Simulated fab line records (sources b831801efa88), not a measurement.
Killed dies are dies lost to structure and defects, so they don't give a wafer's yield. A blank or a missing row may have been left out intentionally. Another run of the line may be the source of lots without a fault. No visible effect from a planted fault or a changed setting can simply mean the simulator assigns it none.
fab line records | flow sfqLine
record lots=5 wafers=15 lastDay=94
route steps=325 shown M1@58
lots that met no fault: from a run of the same line without faults
startH: start of the lot's first displayed wafer, in hours after the record's first day | waitH: time in hours since the lot's previous step | " as in the row above | L1.1+2: a row that stands for several wafers | - no value present, or no start provided | * or withheld: withheld | < > ~ a bound
route shown NAME@n: a module of which the file shows steps, and the number in the route of the first | usual: the fault-free wafers' mean and standard deviation | same: alike in all rows | chamber/n: place in a boat | sites: readings site by site | _std_site: the standard deviation of these | _edge_site: outer sites' mean less inner sites' | radiusMm: how far each site lies from the wafer's centre | mask NAME#n: copy n | behind: tool/chamber where the wafer was last shaped | hold: cause of the lot's hold/its duration in hours/its outcome | device: whichever transistor did not switch (one of n, p or np) | end of line: at the end of the route, the tests of the same wafers | a step with no rows: only its recipe | killed: at the first sort, the dies lost to defects and structure; wafer yield is something else | map: a wafer's dies, x killed, . not, _ none there
set.NAME: the setting the step ran with; set.NAME@STEP: the setting that earlier step ran with | model.NAME: the simulator's own value behind a step, which no gauge read
a table for each step, a row for each wafer; lots at some steps of the route
services: from which hour (startH, from the record's first day; less than 0 if before it) a tool's chamber was out of use, for how many hours, and why
## steps
# step SFQ_TRILAYER_M1_DEP_PRE_CLEAN_038
# recipe gas=Ar timeS=22.5 biasV=250
# step SFQ_TRILAYER_M1_DEP_SPUTTER_037
# recipe material=Nb basePressurePa=1.33e-06 chamberPressurePa=0.1333 substrateTempC=20 resputterCathodeVoltageV=400 targetThkNm=200 powerW=2000 timeS=133.3
# usual throttleValvePct=29.9/0.69
# columns lot.wafer tool chamber startH waitH throttleValvePct
L599.1 pvdSputter-04 - 230.70 0.0 30.1
L599.3 " - " " 29.5
L599.6 " - " " 30.0
L601.1 pvdSputter-06 - 248.79 0.0 29.8
L601.5 " - " " 29.8
L601.6 " - " " 29.3
L602.1 pvdSputter-04 - 251.54 0.0 29.8
L602.4 " - " " 29.4
L602.6 " - " " 29.7
L610.1 pvdSputter-06 - 301.10 0.0 29.5
L610.3 " - " " 30.0
L610.6 " - " " 29.5
L616.1 pvdSputter-04 - 333.30 0.0 29.9
L616.3 " - " " 29.9
L616.5 " - " " 29.8
# step SFQ_M1_RS_MEAS_909
# recipe thkMeasGauge=four-point-probe reads=Nb_of_TRILAYER_M1_DEP_SPUTTER_037
# usual M1_NB_RS=0.891/0.011
# columns lot.wafer tool chamber startH waitH M1_NB_RS[ohm/sq]
L599.1 filmMetro-04 - 230.79 0.0 0.889
L599.3 " - " " 0.893
L599.6 " - " " 0.888
L601.1 filmMetro-04 - 249.47 0.6 0.884
L601.5 " - " " 0.897
L601.6 " - " " 0.875
L602.1 filmMetro-04 - 252.47 0.9 0.893
L602.4 " - " " 0.879
L602.6 " - " " 0.892
L610.1 filmMetro-02 - 301.19 0.0 0.897
L610.3 " - " " 0.907
L610.6 " - " " 0.902
L616.1 filmMetro-01 - 333.39 0.0 0.874
L616.3 " - " " 0.875
L616.5 " - " " 0.875
# step SFQ_TRILAYER_M1_LITHO_COAT_044
# recipe resist=BARC spinRpm=3000 resistThkNm=62
# step SFQ_TRILAYER_M1_LITHO_COAT_039
# recipe resist=KrF spinRpm=3000 resistThkNm=600
# step SFQ_TRILAYER_M1_LITHO_SOFTBAKE_043
# recipe tempC=withheld timeS=withheld resist=KrF
# step SFQ_TRILAYER_M1_LITHO_EXPOSE_040
# recipe maskId=M1 na=0.6 sourceShape=conventional sigmaOuter=0.65 targetCdNm=500 doseMj=14.4
# step SFQ_TRILAYER_M1_LITHO_PEB_042
# recipe pebTempC=115 pebTimeS=60 resist=KrF
# step SFQ_TRILAYER_M1_LITHO_DEVELOP_041
# recipe timeS=60 resist=KrF
# step SFQ_M1_OVL_MEAS_911
# usual M1_OVL=1/4.9
# columns lot.wafer tool chamber startH waitH M1_OVL[nm]
L599.1 overlay-02 - 322.70 0.1 7
L599.3 " - " " 7
L599.6 " - " " 6
L601.1 overlay-01 - 343.10 0.1 -1
L601.5 " - " " -1
L601.6 " - " " 5
L602.1 overlay-02 - 346.70 0.1 -4
L602.4 " - " " -8
L602.6 " - " " -8
L610.1 overlay-02 - 407.53 0.1 -1
L610.3 " - " " -4
L610.6 " - " " 1
L616.1 overlay-02 - 444.53 0.1 4
L616.3 " - " " -2
L616.5 " - " " 3
# step SFQ_TRILAYER_M1_BARC_OPEN_METAL_ETCH_054
# recipe maskMaterial=PR chemistry=O2 targetDepthNm=125 target=BARC icpW=600 biasW=80 pressureMtorr=10 timeS=41.7
# usual drypumpMotorCurrentA=5.8/0.44 oesProductAu=0.686/0.0045 rfFwdPowerW=594/3.1
# columns lot.wafer tool chamber startH waitH drypumpMotorCurrentA oesProductAu rfFwdPowerW rfHoursCounterH
L599.1 rieMetal-01 0 322.74 0.0 5.0 0.684 592 118
L599.3 " 1 " " 5.6 0.679 590 -
L599.6 " 1 " " 5.6 0.684 587 -
L601.1 rieMetal-02 0 343.14 0.0 6.3 0.691 596 41
L601.5 " 1 " " 5.9 0.680 592 -
L601.6 " 0 " " 6.3 0.693 595 -
L602.1 rieMetal-02 1 346.74 0.0 5.9 0.682 591 50
L602.4 " 0 " " 6.3 0.684 597 -
L602.6 " 0 " " 6.3 0.687 597 -
L610.1 rieMetal-04 1 407.57 0.0 5.7 0.680 594 103
L610.3 " 0 " " 6.2 0.687 598 -
L610.6 " 0 " " 6.2 0.692 595 -
L616.1 rieMetal-01 1 444.57 0.0 5.6 0.677 589 42
L616.3 " 1 " " 5.6 0.682 588 -
L616.5 " 1 " " 5.6 0.684 588 -
# step SFQ_TRILAYER_M1_ETCH_METAL_ETCH_042
# recipe target=Nb stopOn=SiO2 maskMaterial=PR chemistry=Cl2/Ar targetDepthNm=240 icpW=600 biasW=80 pressureMtorr=10 timeS=120
# usual drypumpMotorCurrentA=5.8/0.44 oesProductAu=0.893/0.007 rfFwdPowerW=596.8/2.2
# columns lot.wafer tool chamber startH waitH drypumpMotorCurrentA oesProductAu rfFwdPowerW rfHoursCounterH model.KrF_of_TRILAYER_M1_LITHO_COAT_039.thkNm model.SiO2_of_TRILAYER_I0_DEP_PECVD_027.thkNm
L599.1 rieMetal-01 0 322.80 0.0 5.0 0.901 597.4 118 381.1 191.4
L599.3 " 1 " " 5.6 0.894 595.6 - 382.5 192.8
L599.6 " 1 " " 5.6 0.888 594.1 - 383.1 191.9
L601.1 rieMetal-02 0 343.20 0.0 6.3 0.900 595.7 41 382.8 191
L601.5 " 1 " " 5.9 0.895 599.1 - 375.8 189.4
L601.6 " 0 " " 6.3 0.904 597.6 - 382.3 192.3
L602.1 rieMetal-02 1 346.80 0.0 5.9 0.895 695.9 50 359.4 188.3
L602.4 " 0 " " 6.3 0.898 595.1 - 385.9 191.7
L602.6 " 0 " " 6.3 0.893 598.0 - 384.8 192.5
L610.1 rieMetal-04 1 407.63 0.0 5.7 0.888 593.8 103 377.9 193.2
L610.3 " 0 " " 6.2 0.878 596.2 - 382.2 194.4
L610.6 " 0 " " 6.2 0.887 594.9 - 383 193.8
L616.1 rieMetal-01 1 444.63 0.0 5.6 0.899 596.0 42 386.8 189.6
L616.3 " 1 " " 5.6 0.900 596.3 - 383.4 191.4
L616.5 " 1 " " 5.6 0.900 592.2 - 385.6 191
# step SFQ_TRILAYER_M1_STRIP_STRIP_043
# recipe gas=O2 powerW=200 platenTempC=40 overashFraction=0.65 chemistry=O2 pressureMtorr=50
# usual drypumpMotorCurrentA=5.8/0.45 oesProductAu=1.001/0.013
# columns lot.wafer tool chamber startH waitH drypumpMotorCurrentA oesProductAu rfHoursCounterH
L599.1 rieMetal-01 0 322.92 0.1 5.0 0.999 118
L599.3 " 1 " " 5.6 0.994 -
L599.6 " 1 " " 5.6 0.999 -
L601.1 rieMetal-02 0 343.32 0.1 6.3 0.989 41
L601.5 " 1 " " 5.9 1.016 -
L601.6 " 0 " " 6.3 0.995 -
L602.1 rieMetal-02 1 346.92 0.1 5.9 1.013 50
L602.4 " 0 " " 6.3 0.997 -
L602.6 " 0 " " 6.3 0.984 -
L610.1 rieMetal-04 1 407.75 0.1 5.7 1.008 103
L610.3 " 0 " " 6.1 1.000 -
L610.6 " 0 " " 6.1 0.999 -
L616.1 rieMetal-01 1 444.75 0.1 5.6 0.994 42
L616.3 " 1 " " 5.6 0.985 -
L616.5 " 1 " " 5.6 1.002 -
## services
# columns tool chamber startH hours kind
pvdSputter-06 - 221.16 3.3 repair
pvdSputter-06 - 264.65 0.5 repair
rieMetal-04 1 289.96 2.2 repair
pvdSputter-04 - 326.95 5.4 repair
rieMetal-02 - 330.54 1.4 pm
rieMetal-04 1 331.70 15.4 repair
pvdSputter-06 - 333.78 1.1 repair
rieMetal-02 1 347.75 9.7 repair
rieMetal-02 - 348.86 2.8 pm
pvdSputter-06 - 349.24 1.4 repair
pvdSputter-04 3 351.37 - consumableReplace:kit
pvdSputter-04 3 351.37 18.0 scheduledDown
pvdSputter-04 3 351.37 18.0 ventCycle
rieMetal-04 0 369.55 - clean
rieMetal-04 0 369.55 19.6 scheduledDown
rieMetal-04 0 369.55 19.6 ventCycle
rieMetal-02 1 436.21 2.1 repair
## key
firstSign step=SFQ_TRILAYER_M1_ETCH_METAL_ETCH_042 reading=rfFwdPowerW direction=up sigmas=45 usual=596.8 struck=695.9
effect none on later readings
modelEffect step=SFQ_TRILAYER_M1_ETCH_METAL_ETCH_042 value=KrF_of_TRILAYER_M1_LITHO_COAT_039.thkNm without=379.4 struck=359.4
metAt SFQ_TRILAYER_M1_ETCH_METAL_ETCH_042
struckWafers L602.1
onsetBetween 343.20 346.80
fault kind=processParameterDrift tool=rieMetal-02 chamber=1 onsetH=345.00 steps=SFQ_TRILAYER_M1_ETCH_METAL_ETCH_042 channel=icpW offset=96 shape=step endH=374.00 actsIn=theseRecipesOnly stated=600
